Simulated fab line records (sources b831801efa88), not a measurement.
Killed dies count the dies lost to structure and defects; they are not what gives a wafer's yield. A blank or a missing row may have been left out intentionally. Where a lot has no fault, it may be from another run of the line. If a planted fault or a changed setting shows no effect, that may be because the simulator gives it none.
Check of tool commonality	flow gf180mcu	Lots sampled 10, wafers sampled 30

== WHY THIS WAS OPENED ==
2 of 10 lots carry a flag on the reading STI_CVD_03_THK at GF_STI_THK_MEAS_04. No-fault wafers: 207.1 nm, standard deviation 1.8.
Rule: a lot is flagged in two cases, either no wafer of it has a number, or all its wafers with numbers fall more than 4 standard deviations from that mean. The rest of the lots are taken to be sound.

lot	measured	on	STI_CVD_03_THK (nm), wafer by wafer	flag
L668	day 2 00:20	film metro-02	208.1 209.5 208.1	
L669	day 2 04:41	film metro-03	208.5 207.6 210.3	
L670	day 2 10:33	film metro-01	209.5 209.7 207.3	
L671	day 2 15:07	film metro-01	206.2 206.9 205.0	
L673	day 3 02:59	film metro-01	173.0 173.2 172.2	FLAGGED
L674	day 3 08:31	film metro-01	168.7 168.7 170.3	FLAGGED
L681	day 4 16:59	film metro-02	210.1 209.9 210.7	
L683	day 5 03:09	film metro-01	205.2 205.2 204.9	
L686	day 5 17:34	film metro-03	207.2 205.7 207.6	
L687	day 5 22:35	film metro-02	206.0 205.1 205.5	
On average the flagged lots' numbers are 171.0 nm, which is -36.1 nm against the usual, or -20 standard deviations.

== LOT BY LOT: THE TOOL USED ==
The record holds 1 process step before the reading, out of a route of 602 steps. In each cell: the tool, then ch and the chambers that the sampled wafers went through, then the start.
lot	flag	GF_STI_CVD_03
L668		lpcvd-01 ch 0, day 1 22:20
L669		lpcvd-01 ch 0, day 2 02:42
L670		lpcvd-01 ch 1, day 2 07:34
L671		lpcvd-02 ch 0, day 2 13:07
L673	FLAGGED	lpcvd-01 ch 0, day 3 00:00
L674	FLAGGED	lpcvd-01 ch 0, day 3 05:32
L681		lpcvd-02 ch 0, day 4 14:58
L683		lpcvd-02 ch 0, day 5 01:10
L686		lpcvd-01 ch 0, day 5 15:34
L687		lpcvd-02 ch 0, day 5 20:34
What the steps here do:
- GF_STI_CVD_03: deposits Si3N4 from DCS/NH3, target thk 207.16 nm, time 3551 s.
- GF_STI_THK_MEAS_04

== FLAGGED AGAINST TOTAL, ONE TOOL AT A TIME (gauges that did the reading follow at the end) ==
step	tool	lots run	flagged	share of the flagged lots	sound lots run after its first flagged lot
GF_STI_CVD_03	lpcvd-01	6	2	all	1 (L686)
GF_STI_CVD_03	lpcvd-02	4	0	none	-
GF_STI_THK_MEAS_04	film metro-01	5	2	all	1 (L683)
GF_STI_THK_MEAS_04	film metro-02	3	0	none	-
GF_STI_THK_MEAS_04	film metro-03	2	0	none	-

== WHAT THE TABLE ALLOWS ==
2 rows of the table ran every flagged lot: lpcvd-01 at GF_STI_CVD_03, film metro-01 at GF_STI_THK_MEAS_04.
- lpcvd-01 at GF_STI_CVD_03: 2 of its 6 lots flagged. After the first flagged lot (L686), sound lots still ran on it; a lasting fault on the whole tool would not permit that.
- film metro-01 at GF_STI_THK_MEAS_04: 2 of its 5 lots flagged. After the first flagged lot (L683), sound lots still ran on it; a lasting fault on the whole tool would not permit that.
None of the table's rows ran every flagged lot and, after the first, no sound lot.

== WHAT THE SIMULATOR HAD INSERTED ==
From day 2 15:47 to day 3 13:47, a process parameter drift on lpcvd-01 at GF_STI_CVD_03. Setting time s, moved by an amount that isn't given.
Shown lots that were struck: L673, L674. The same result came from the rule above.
